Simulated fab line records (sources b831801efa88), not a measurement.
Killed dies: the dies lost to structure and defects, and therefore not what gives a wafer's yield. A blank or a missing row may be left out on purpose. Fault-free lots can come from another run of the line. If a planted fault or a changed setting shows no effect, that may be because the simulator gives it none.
fab line records    flow sky130
[record] lots = 6  wafers = 18  last_day = 50
route steps=708 shown GATE_OXIDE@199 POLY_GATE@204 RES_PROTECT@206
lots that met no fault: taken from a fault-free run of the same line
start_h: start of the lot's first displayed wafer, in hours after the record's first day    wait_h: hours elapsed since this lot's preceding step    " as in the row above    L1.1+2: one row covering several wafers at once    - no value present, or no start provided    * or withheld: withheld    < > ~ a bound
route shown NAME@n: NAME is a module with steps in the file, n the number in the route of the first one    usual: mean/standard deviation taken from wafers without a fault    same: alike in all rows    chamber/n: place in a boat    sites: the reading at each site    _std_site: how widely they spread, as a standard deviation    _edge_site: mean of outer sites minus mean of inner sites    radius_mm: how far each site lies from the wafer's centre    mask NAME#n: copy n    behind: the last tool/chamber to shape the wafer    hold: reason for holding the lot/hours on hold/outcome of the hold    device: transistor that didn't switch, given as n, p or np    end of line: the same wafers' tests at the end of the route    where a step has no rows: the recipe by itself    killed: at the first sort, the dies lost to defects and structure; wafer yield is something else    map: a wafer's dies, marking killed ones x, the rest . and places with no die _
set.NAME: the setting as run; set.NAME@STEP: as run at that earlier step    model.NAME: the simulator's own value behind a step, which no gauge read
lots seen at some steps along the route; tables by step, rows by wafer
services: when a tool's chamber went out of use (start_h, in hours from the record's first day, below 0 if earlier), for how many hours, and the reason
[[steps]]
[step SKY_GATE_OXIDE_WET_ETCH_12]
[recipe] chemistry = dHF  target_depth_nm = 16.8  dry = n2_spin  target = SiO2  dilution = 100:1  temp_c = 25  time_s = 336
[step SKY_GATE_OXIDE_STRIP_13]
[recipe] chemistry = O2/N2  power_w = 1400  pressure_mtorr = 1500  platen_temp_c = withheld  o2_flow_sccm = 3000  n2_flow_sccm = 300  overash_fraction = 0.5
[usual] drypump_motor_current_A = 5.6/0.33  n2_flow_sccm = 300.1/0.92  o2_flow_sccm = 3002/8.6  oes_product_au = 0.716/0.0044  strip_time_to_endpoint_s = 14.17/0.035
lot.wafer  tool             chamber  start_h  wait_h  drypump_motor_current_A  n2_flow_sccm  o2_flow_sccm  oes_product_au  rf_hours_counter_h  strip_time_to_endpoint_s
L605.2     plasma_asher-02  1        416.27   0.0     5.9                      300.3         2994          0.709           72                  14.12
L605.3     "                0        "        "       5.1                      300.2         2994          0.721           -                   14.11
L605.5     "                1        "        "       5.9                      300.7         3000          0.719           -                   14.11
L606.3     plasma_asher-01  1        435.55   0.0     5.2                      300.8         3000          0.723           -                   14.20
L606.4     "                0        "        "       5.6                      299.7         2985          0.718           -                   14.16
L606.5     "                0        "        "       5.5                      300.3         3000          0.718           -                   14.17
L607.2     plasma_asher-03  1        438.19   0.0     6.1                      298.2         3003          0.714           31                  14.18
L607.5     "                1        "        "       6.0                      299.6         3000          0.709           -                   14.24
L607.6     "                0        "        "       5.7                      300.0         2979          0.712           -                   14.21
L612.1     plasma_asher-02  1        475.66   0.0     5.9                      301.0         3002          0.715           77                  14.20
L612.2     "                0        "        "       5.1                      301.0         3009          0.718           77                  14.20
L612.3     "                0        "        "       5.1                      300.4         2998          0.707           -                   14.16
L613.1     plasma_asher-02  1        479.67   0.0     5.9                      299.8         2992          0.722           78                  14.22
L613.2     "                0        "        "       5.1                      300.3         3011          0.712           78                  14.22
L613.5     "                1        "        "       5.9                      298.8         2990          0.717           -                   14.18
L615.1     plasma_asher-01  1        495.42   0.0     5.2                      299.1         3005          0.711           6                   14.10
L615.3     "                1        "        "       5.2                      298.7         3002          0.718           -                   14.10
L615.5     "                1        "        "       5.2                      301.1         3010          0.715           -                   14.10
[step SKY_GATE_OXIDE_TW_MEAS_14]
[usual] GATE_OXIDE_TW = 224.1/2.4
lot.wafer  tool           chamber  start_h  wait_h  GATE_OXIDE_TW
L605.2     film_metro-02  -        416.38   0.1     227.9
L605.3     "              -        "        "       231.5
L605.5     "              -        "        "       228.9
L606.3     film_metro-03  -        435.63   0.1     222.3
L606.4     "              -        "        "       222.1
L606.5     "              -        "        "       221.9
L607.2     film_metro-03  -        438.30   0.1     222.2
L607.5     "              -        "        "       222.0
L607.6     "              -        "        "       221.9
L612.1     film_metro-02  -        475.76   0.1     227.3
L612.2     "              -        "        "       227.8
L612.3     "              -        "        "       228.0
L613.1     film_metro-02  -        479.77   0.1     227.8
L613.2     "              -        "        "       227.6
L613.5     "              -        "        "       228.0
L615.1     film_metro-02  -        495.52   0.1     227.2
L615.3     "              -        "        "       226.6
L615.5     "              -        "        "       226.9
[step SKY_GATE_OXIDE_CLEAN_15]
[recipe] chemistry = SC1/SC2  mix = 1:4:20  temp_c = 70  time_s = 144.7  dry = n2_spin
[step SKY_GATE_OXIDE_OXIDATION_16]
[recipe] temp_c = 800  ambient = O2  idle_temp_c = 700  ramp_up_c_per_min = 10  ramp_down_c_per_min = 3  stabilise_s = 600  purge_s = 300  target_thk_a = 35.7  ox_time_s = 1915
[step SKY_POLY_GATE_CVD_00]
[recipe] material = poly-Si  target_thk_nm = 180  temp_c = 620  time_s = 720  pressure_mtorr = 200
[step SKY_POLY_GATE_THK_MEAS_01]
[recipe] reads = poly-Si_of_POLY_GATE_CVD_00
[usual] POLY_GATE_CVD_00_THK = 179.4/1.5
lot.wafer  tool           chamber  start_h  wait_h  POLY_GATE_CVD_00_THK[nm]
L605.2     film_metro-03  -        419.67   0.0     180.6
L605.3     "              -        "        "       181.9
L605.5     "              -        "        "       180.3
L606.3     film_metro-04  -        439.21   0.0     180.0
L606.4     "              -        "        "       180.2
L606.5     "              -        "        "       179.6
L607.2     film_metro-03  -        441.14   0.0     178.3
L607.5     "              -        "        "       179.1
L607.6     "              -        "        "       179.8
L612.1     film_metro-04  -        478.61   0.0     179.0
L612.2     "              -        "        "       179.6
L612.3     "              -        "        "       179.2
L613.1     film_metro-03  -        482.61   0.0     176.5
L613.2     "              -        "        "       177.7
L613.5     "              -        "        "       179.1
L615.1     film_metro-03  -        498.36   0.0     179.6
L615.3     "              -        "        "       180.1
L615.5     "              -        "        "       179.5
[step SKY_RES_PROTECT_DEHYDRATE_00]
[recipe] temp_c = 200  time_s = 60
[step SKY_RES_PROTECT_HMDS_01]
[recipe] prime_time_s = 60  prime_temp_c = 120
[step SKY_RES_PROTECT_COAT_02]
[recipe] resist = NOVOLAK  spin_rpm = 3000  resist_thk_nm = 1140
[step SKY_RES_PROTECT_SOFTBAKE_03]
[recipe] temp_c = 90  time_s = 60  resist = NOVOLAK
[step SKY_RES_PROTECT_EXPOSE_04]
[recipe] mask_id = RPM  na = 0.6  source_shape = conventional  sigma_outer = 0.6  polarization = unpolarized  target_cd_nm = 1270  dose_mj = 131
[step SKY_RES_PROTECT_PEB_05]
[recipe] temp_c = withheld  time_s = *  resist = NOVOLAK
[usual] chill_plate_temp_C = *  exhaust_pa = 44.9/1
lot.wafer  tool            chamber  start_h  wait_h  chill_plate_temp_C  exhaust_pa
L605.2     litho_track-02  -        449.79   -       -                   -
L605.3     "               -        "        "       -                   -
L605.5     "               -        "        "       -                   -
L606.3     litho_track-02  -        469.92   -       -                   -
L606.4     "               -        "        "       -                   -
L606.5     "               -        "        "       -                   -
L607.2     litho_track-04  0        472.11   -       *                   46.0
L607.5     "               0        "        "       *                   45.5
L607.6     "               0        "        "       *                   46.2
L612.1     litho_track-02  0        508.22   -       *                   46.0
L612.2     "               0        "        "       *                   46.6
L612.3     "               0        "        "       *                   44.9
L613.1     litho_track-02  0        513.07   -       *                   45.2
L613.2     "               0        "        "       *                   43.4
L613.5     "               0        "        "       *                   44.6
L615.1     litho_track-04  0        528.24   -       *                   45.3
L615.3     "               0        "        "       *                   45.2
L615.5     "               0        "        "       *                   44.9
[step SKY_RES_PROTECT_DEVELOP_06]
[recipe] resist = NOVOLAK  developer = TMAH  develop_time_s = 60  dev_temp_c = 23
[[services]]
tool             chamber  start_h  hours  kind
plasma_asher-01  -        421.25   9.0    pm
plasma_asher-01  0        421.25   9.0    vent_cycle
plasma_asher-01  1        421.25   9.0    vent_cycle
plasma_asher-01  0        430.25   -      clean
plasma_asher-01  1        430.25   -      clean
plasma_asher-03  -        501.96   0.7    repair
[[key]]
[first_sign] step = SKY_RES_PROTECT_PEB_05  reading = tool_record  direction = missing
effect none on later readings
met_at SKY_RES_PROTECT_PEB_05
struck_wafers L605.2,L605.3,L605.5,L606.3,L606.4,L606.5
sort_left_out L605.2,L605.3,L605.5,L606.3,L606.4,L606.5
tester_left_out L605,L606
[fault] kind = skipped_step_whole  tool = litho_track-02  chamber = -  onset_h = 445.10  steps = SKY_RES_PROTECT_PEB_05  scope = struck_lots_only
// tester_left_out: of these lots the tester's yield and bins aren't shown, on N5 and GAA mostly nor the transistor test; their killed dies are dies lost to structure and defects alone, not to doping, threshold or leakage, so they don't give the yield
// sort_left_out: the simulated sort isn't trusted on such a fault, so these wafers' sort isn't shown, and their yield isn't known
